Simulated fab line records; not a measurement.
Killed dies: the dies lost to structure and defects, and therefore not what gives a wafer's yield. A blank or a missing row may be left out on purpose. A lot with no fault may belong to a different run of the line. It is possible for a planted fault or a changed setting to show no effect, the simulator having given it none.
The tool behind it: which one? ; flow sky130 ; Sampling: 10 lots, 30 wafers, 6 of 708 route steps

WHAT THE GAUGES READ, wafer by wafer
SKY_POLY_GATE_CD_MEAS_13: the cd target is 150 nm. Usual: cd_nm 149.9 nm, standard deviation 1.
lot;measured;on;cd_nm (nm);flag
L668;day 16 15:20;cd_sem-02;149.9 149.7 149.4;
L669;day 17 02:05;cd_sem-01;149.6 149.3 149.9;
L673;day 18 13:28;cd_sem-01;147.5 148.3 148.5;
L675;day 19 04:34;cd_sem-02;150.5 150.8 151.5;
L677;day 20 04:01;cd_sem-02;147.9 148.9 147.3;
L676;day 20 05:11;cd_sem-01;149.8 149.0 148.9;
L679;day 20 20:29;cd_sem-02;150.4 150.4 150.3;
L681;day 22 00:11;cd_sem-02;151.1 149.6 151.4;
L685;day 22 17:18;cd_sem-01;148.9 148.4 149.9;
L687;day 23 15:59;cd_sem-01;150.6 150.8 150.3;

SKY_LDD_N_TW_MEAS_17. Usual: for LDD_N_TW the level is 2592 and the standard deviation is 10.
lot;measured;on;LDD_N_TW;flag
L668;day 18 01:10;film_metro-04;2619 2598 2616;
L669;day 18 11:01;film_metro-02;2586 2587 2594;
L673;day 20 00:50;film_metro-01;2596 2599 2594;
L675;day 20 16:18;film_metro-02;2594 2605 2599;
L677;day 21 13:46;film_metro-01;2594 2599 2605;
L676;day 21 14:40;film_metro-02;2577 2573 2582;
L679;day 22 07:10;film_metro-02;2595 2580 2594;
L681;day 23 08:34;film_metro-04;2574 2576 2588;
L685;day 24 02:26;film_metro-02;2703 2693 2706;OFF
L687;day 25 01:58;film_metro-04;2700 2708 2706;OFF

TOOL THAT RAN EACH LOT (tool first, then ch and the chambers of the sampled wafers, then the start)
lot;SKY_RES_PROTECT_STRIP_07;SKY_POLY_GATE_ETCH_16;SKY_LDD_N_IMPLANT_10;SKY_LDD_N_STRIP_16
L668;plasma_asher-01 ch 0, day 15 10:14;rie_diel-02 ch 1,3, day 16 15:34;implanter-04 ch 0, day 18 00:10;plasma_asher-03 ch 0,1, day 18 01:03
L669;plasma_asher-03 ch 0,1, day 15 17:31;rie_diel-02 ch 0,1,3, day 17 02:19;implanter-04 ch 0, day 18 10:01;plasma_asher-04 ch 0,1, day 18 10:55
L673;plasma_asher-01 ch 0,1, day 17 05:17;rie_diel-04 ch 1,2, day 18 13:40;implanter-04 ch 0, day 19 23:52;plasma_asher-03 ch 0,1, day 20 00:44
L675;plasma_asher-02 ch 0,1, day 17 17:49;rie_diel-01 ch 0,1,3, day 19 04:49;implanter-01 ch 0, day 20 15:18;plasma_asher-01 ch 0,1, day 20 16:12
L677;plasma_asher-01 ch 0,1, day 18 19:37;rie_diel-02 ch 0,1, day 20 04:16;implanter-04 ch 0, day 21 12:46;plasma_asher-03 ch 0,1, day 21 13:40
L676;plasma_asher-01 ch 0,1, day 18 19:46;rie_diel-04 ch 1,2, day 20 05:25;implanter-01 ch 0, day 21 13:41;plasma_asher-01 ch 0, day 21 14:34
L679;plasma_asher-03 ch 0,1, day 19 12:01;rie_diel-01 ch 0,3, day 20 20:43;implanter-01 ch 0, day 22 06:11;plasma_asher-04 ch 1, day 22 07:04
L681;plasma_asher-01 ch 0,1, day 20 14:49;rie_diel-01 ch 0,1, day 22 00:25;implanter-01 ch 0, day 23 07:34;plasma_asher-01 ch 0,1, day 23 08:27
L685;plasma_asher-01 ch 0,1, day 21 09:10;rie_diel-04 ch 1,3, day 22 17:31;implanter-04 ch 0, day 24 01:08;plasma_asher-03 ch 0,1, day 24 02:20
L687;plasma_asher-02 ch 0,1, day 22 08:31;rie_diel-01 ch 0,1, day 23 16:13;implanter-04 ch 0, day 25 00:28;plasma_asher-04 ch 0,1, day 25 01:52
- SKY_RES_PROTECT_STRIP_07: strips in O2/N2.
- SKY_POLY_GATE_ETCH_16: etches Si3N4 in CH3F/O2, stops on poly-Si, time 147.5 s, target depth 75 nm.
- SKY_LDD_N_IMPLANT_10
- SKY_LDD_N_STRIP_16: strips in O2/N2.

AS READ BY THE TOOLS THEMSELVES (means over the sampled wafers that have a number; for cases with no such wafer, the mark the record gives instead)
SKY_RES_PROTECT_STRIP_07. Usual: chamber_pressure_mTorr 1500.1 mTorr, standard deviation 1.4; drypump_motor_current_A 5.7 A, standard deviation 0.41; oes_product_au 0.517 a.u., standard deviation 0.0047; strip_time_to_endpoint_s 23.35 s, standard deviation 0.037.
lot;tool;chamber_pressure_mTorr (mTorr);drypump_motor_current_A (A);oes_product_au (a.u.);strip_time_to_endpoint_s (s);flag
L668;plasma_asher-01;1500.2;5.5;0.513;23.33;
L669;plasma_asher-03;1501.0;6.1;0.519;23.39;
L673;plasma_asher-01;1499.6;5.7;0.518;23.32;
L675;plasma_asher-02;1499.6;5.7;0.518;23.35;
L677;plasma_asher-01;1498.5;5.7;0.513;23.31;
L676;plasma_asher-01;1500.8;5.6;0.517;23.34;
L679;plasma_asher-03;1499.2;6.1;0.512;23.43;
L681;plasma_asher-01;1498.9;5.6;0.519;23.33;
L685;plasma_asher-01;1499.9;5.6;0.514;23.40;
L687;plasma_asher-02;1500.0;5.7;0.515;23.36;

SKY_POLY_GATE_ETCH_16. Usual: chamber_pressure_mTorr 24.999 mTorr, standard deviation 0.024; drypump_motor_current_A 5.7 A, standard deviation 0.57; oes_product_au 0.640 a.u., standard deviation 0.0047; throttle_valve_pct 10.534 %, standard deviation 0.0093.
lot;tool;chamber_pressure_mTorr (mTorr);drypump_motor_current_A (A);oes_product_au (a.u.);throttle_valve_pct (%);flag
L668;rie_diel-02;25.015;5.9;0.634;10.530;
L669;rie_diel-02;25.001;5.5;0.638;10.540;
L673;rie_diel-04;25.006;5.8;0.637;10.541;
L675;rie_diel-01;25.007;5.9;0.638;10.534;
L677;rie_diel-02;25.016;5.5;0.643;10.530;
L676;rie_diel-04;25.028;5.8;0.638;10.531;
L679;rie_diel-01;24.999;6.1;0.639;10.536;
L681;rie_diel-01;24.987;5.3;0.641;10.536;
L685;rie_diel-04;25.016;6.0;0.639;10.540;
L687;rie_diel-01;24.992;5.6;0.639;10.542;

SKY_LDD_N_IMPLANT_10. Usual: beam_energy_keV 20.000, standard deviation 0.0069.
lot;tool;beam_energy_keV;flag
L668;implanter-04;20.005;
L669;implanter-04;19.992;
L673;implanter-04;19.997;
L675;implanter-01;20.002;
L677;implanter-04;20.000;
L676;implanter-01;20.006;
L679;implanter-01;19.995;
L681;implanter-01;20.007;
L685;implanter-04;19.997;
L687;implanter-04;19.997;

SKY_LDD_N_STRIP_16. Usual: chamber_pressure_mTorr 1499.9 mTorr, standard deviation 1.3; drypump_motor_current_A 5.9 A, standard deviation 0.47; oes_product_au 0.407 a.u., standard deviation 0.0042; strip_time_to_endpoint_s 4.317 s, standard deviation 0.014.
lot;tool;chamber_pressure_mTorr (mTorr);drypump_motor_current_A (A);oes_product_au (a.u.);strip_time_to_endpoint_s (s);flag
L668;plasma_asher-03;1499.4;6.5;0.404;4.299;
L669;plasma_asher-04;1499.7;5.5;0.407;4.325;
L673;plasma_asher-03;1499.4;6.4;0.414;4.309;
L675;plasma_asher-01;1500.8;5.7;0.408;4.310;
L677;plasma_asher-03;1500.1;6.4;0.408;4.330;
L676;plasma_asher-01;1500.0;5.5;0.409;4.327;
L679;plasma_asher-04;1499.0;5.9;0.410;4.315;
L681;plasma_asher-01;1499.6;5.6;0.407;4.303;
L685;plasma_asher-03;1501.3;6.4;0.406;4.542;OFF
L687;plasma_asher-04;1500.3;5.7;0.406;4.544;OFF

THE ANSWER, worked out from the rows above alone
Rule: a lot counts as off when the mean over its wafers that have a number is more than 3 standard deviations away from the usual mean. Also off: a lot with no number at a reading for which 4 or more lots have one. The other lots that the step has rows for count as sound. First the gauges in route order, then the tools' own readings, where a lot's mean is used as printed above. At the first step where some lot is off, the reading lying furthest off is the one used; lots without a number count as furthest.
Off: L685, L687, seen at SKY_LDD_N_TW_MEAS_17 (LDD_N_TW).
If a tool, at a process step before that reading, ran all the lots that are off and no sound lot after the first of them, it fits. The gauges at SKY_LDD_N_TW_MEAS_17 aren't tried: what is off there is off at SKY_LDD_N_STRIP_16 too, on other tools, and a gauge's error can't cause that. One fits: SKY_LDD_N_IMPLANT_10 on implanter-04. Its last sound lot is L677 (day 21 12:46), its first lot that is off L685 (day 24 01:08): a fault that began between those two fits.

WHAT WAS PUT IN BY THE SIMULATOR
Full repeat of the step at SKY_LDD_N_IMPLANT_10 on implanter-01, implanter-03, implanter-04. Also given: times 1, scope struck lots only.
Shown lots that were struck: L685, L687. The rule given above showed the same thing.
